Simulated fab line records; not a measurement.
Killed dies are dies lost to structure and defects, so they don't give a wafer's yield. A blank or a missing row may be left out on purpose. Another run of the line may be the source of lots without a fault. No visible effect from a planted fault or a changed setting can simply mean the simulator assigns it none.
Which tool was responsible? | flow sky130 | 12 lots, 36 wafers sampled, at 3 steps of a route of 708

== WHAT THE GAUGES READ, wafer by wafer ==
SKY_VT_ADJUST_LVTN_TW_MEAS_21. Usual: for VT_ADJUST_LVTN_2_TW the level is 190.6 and the standard deviation is 1.8.
lot  | measured     | on            | VT_ADJUST_LVTN_2_TW | flag
L831 | day 7 17:53  | film_metro-01 | 188.2 189.9 188.3   |
L833 | day 8 09:28  | film_metro-04 | 192.4 192.9 193.9   |
L839 | day 10 07:31 | film_metro-04 | 192.8 193.4 192.6   |
L841 | day 10 17:31 | film_metro-01 | 189.3 189.8 189.8   |
L842 | day 11 03:26 | film_metro-01 | 190.2 190.8 189.7   |
L843 | day 11 11:55 | film_metro-03 | 189.9 187.9 189.4   |
L845 | day 11 23:58 | film_metro-04 | 193.5 194.4 194.5   |
L847 | day 12 13:39 | film_metro-01 | 189.0 190.2 189.3   |
L850 | day 13 11:56 | film_metro-03 | 189.5 189.2 189.5   |
L851 | day 13 18:28 | film_metro-01 | 190.3 188.5 190.3   |
L853 | day 14 08:58 | film_metro-03 | 188.4 188.8 188.9   |
L852 | day 14 09:58 | film_metro-01 | 190.0 190.7 189.8   |

== WHAT TOOL EACH LOT RAN ON (gives the tool, then ch and the chambers of the sampled wafers, and finally the start) ==
lot  | SKY_VT_ADJUST_LVTN_STRIP_09          | SKY_VT_ADJUST_LVTN_STRIP_20
L831 | plasma_asher-01 ch 0,1, day 6 22:41  | plasma_asher-01 ch 0,1, day 7 17:47
L833 | plasma_asher-02 ch 0,1, day 7 14:13  | plasma_asher-04 ch 0,1, day 8 09:22
L839 | plasma_asher-04 ch 0,1, day 9 09:09  | plasma_asher-04 ch 0,1, day 10 07:25
L841 | plasma_asher-01 ch 0,1, day 9 18:21  | plasma_asher-02 ch 0,1, day 10 17:25
L842 | plasma_asher-01 ch 0,1, day 10 04:02 | plasma_asher-01 ch 0,1, day 11 03:21
L843 | plasma_asher-02 ch 0,1, day 10 12:01 | plasma_asher-01 ch 0,1, day 11 11:50
L845 | plasma_asher-01 ch 1, day 11 00:31   | plasma_asher-04 ch 0,1, day 11 23:52
L847 | plasma_asher-02 ch 1, day 11 13:10   | plasma_asher-01 ch 0,1, day 12 13:33
L850 | plasma_asher-04 ch 0,1, day 12 10:27 | plasma_asher-02 ch 0,1, day 13 11:50
L851 | plasma_asher-01 ch 0,1, day 12 17:18 | plasma_asher-02 ch 0,1, day 13 18:21
L853 | plasma_asher-04 ch 1, day 13 06:52   | plasma_asher-04 ch 0, day 14 08:52
L852 | plasma_asher-04 ch 0,1, day 13 08:12 | plasma_asher-04 ch 0,1, day 14 09:52
- SKY_VT_ADJUST_LVTN_STRIP_09: strips in O2/N2.
- SKY_VT_ADJUST_LVTN_STRIP_20: strips in O2/N2.

== AS READ BY THE TOOLS THEMSELVES (means over the sampled wafers that have a number; for cases with no such wafer, the mark the record gives instead) ==
SKY_VT_ADJUST_LVTN_STRIP_09. Usual: drypump_motor_current_A 5.9 A, standard deviation 0.41; oes_product_au 0.723 a.u., standard deviation 0.0042; strip_time_to_endpoint_s 36.92 s, standard deviation 0.085.
lot  | tool            | drypump_motor_current_A (A) | oes_product_au (a.u.) | strip_time_to_endpoint_s (s) | flag
L831 | plasma_asher-01 | 6.3                         | 0.723                 | 36.72                        |
L833 | plasma_asher-02 | 5.8                         | 0.721                 | 36.82                        |
L839 | plasma_asher-04 | 5.6                         | 0.724                 | 36.97                        |
L841 | plasma_asher-01 | 6.3                         | 0.721                 | 36.91                        |
L842 | plasma_asher-01 | 6.2                         | 0.725                 | 36.95                        |
L843 | plasma_asher-02 | 5.8                         | 0.720                 | 36.84                        |
L845 | plasma_asher-01 | 6.0                         | 0.722                 | 36.99                        |
L847 | plasma_asher-02 | 6.1                         | 0.727                 | 36.95                        |
L850 | plasma_asher-04 | 5.7                         | 0.723                 | 36.80                        |
L851 | plasma_asher-01 | 6.3                         | 0.723                 | 36.89                        |
L853 | plasma_asher-04 | 5.5                         | 0.720                 | 36.88                        |
L852 | plasma_asher-04 | 5.6                         | 0.724                 | 36.94                        |

SKY_VT_ADJUST_LVTN_STRIP_20. Usual: drypump_motor_current_A 5.9 A, standard deviation 0.41; oes_product_au 0.715 a.u., standard deviation 0.0041; strip_time_to_endpoint_s 14.18 s, standard deviation 0.042.
lot  | tool            | drypump_motor_current_A (A) | oes_product_au (a.u.) | strip_time_to_endpoint_s (s) | flag
L831 | plasma_asher-01 | 6.3                         | 0.719                 | 14.11                        |
L833 | plasma_asher-04 | 5.7                         | 0.718                 | 14.19                        |
L839 | plasma_asher-04 | 5.7                         | 0.713                 | 14.11                        |
L841 | plasma_asher-02 | 5.8                         | 0.717                 | 14.14                        |
L842 | plasma_asher-01 | 6.3                         | 0.712                 | 14.21                        |
L843 | plasma_asher-01 | 6.3                         | 0.717                 | 14.18                        |
L845 | plasma_asher-04 | 5.7                         | 0.715                 | 14.25                        |
L847 | plasma_asher-01 | 6.2                         | 0.713                 | 14.20                        |
L850 | plasma_asher-02 | 5.8                         | 0.717                 | 14.16                        |
L851 | plasma_asher-02 | 5.8                         | 0.717                 | 14.22                        |
L853 | plasma_asher-04 | 5.9                         | 0.711                 | 14.22                        |
L852 | plasma_asher-04 | 5.6                         | 0.718                 | 14.13                        |

== THE ANSWER, worked out from the rows above alone ==
Rule: take the mean of a lot's wafers that have a number; if it is more than 3 standard deviations from the usual mean, the lot is off. Also off: a lot with no number at a reading for which 4 or more lots have one. Where the step has rows for the other lots, those lots are counted as sound. The gauges are gone through in route order, then the tools' own readings, and for those a lot's mean is taken as printed above. At the first step where some lot is off, the reading lying furthest off is the one used; lots without a number count as furthest.
None of the lots is off at any reading shown; this tells nothing.

== WHAT THE SIMULATOR HAD INSERTED ==
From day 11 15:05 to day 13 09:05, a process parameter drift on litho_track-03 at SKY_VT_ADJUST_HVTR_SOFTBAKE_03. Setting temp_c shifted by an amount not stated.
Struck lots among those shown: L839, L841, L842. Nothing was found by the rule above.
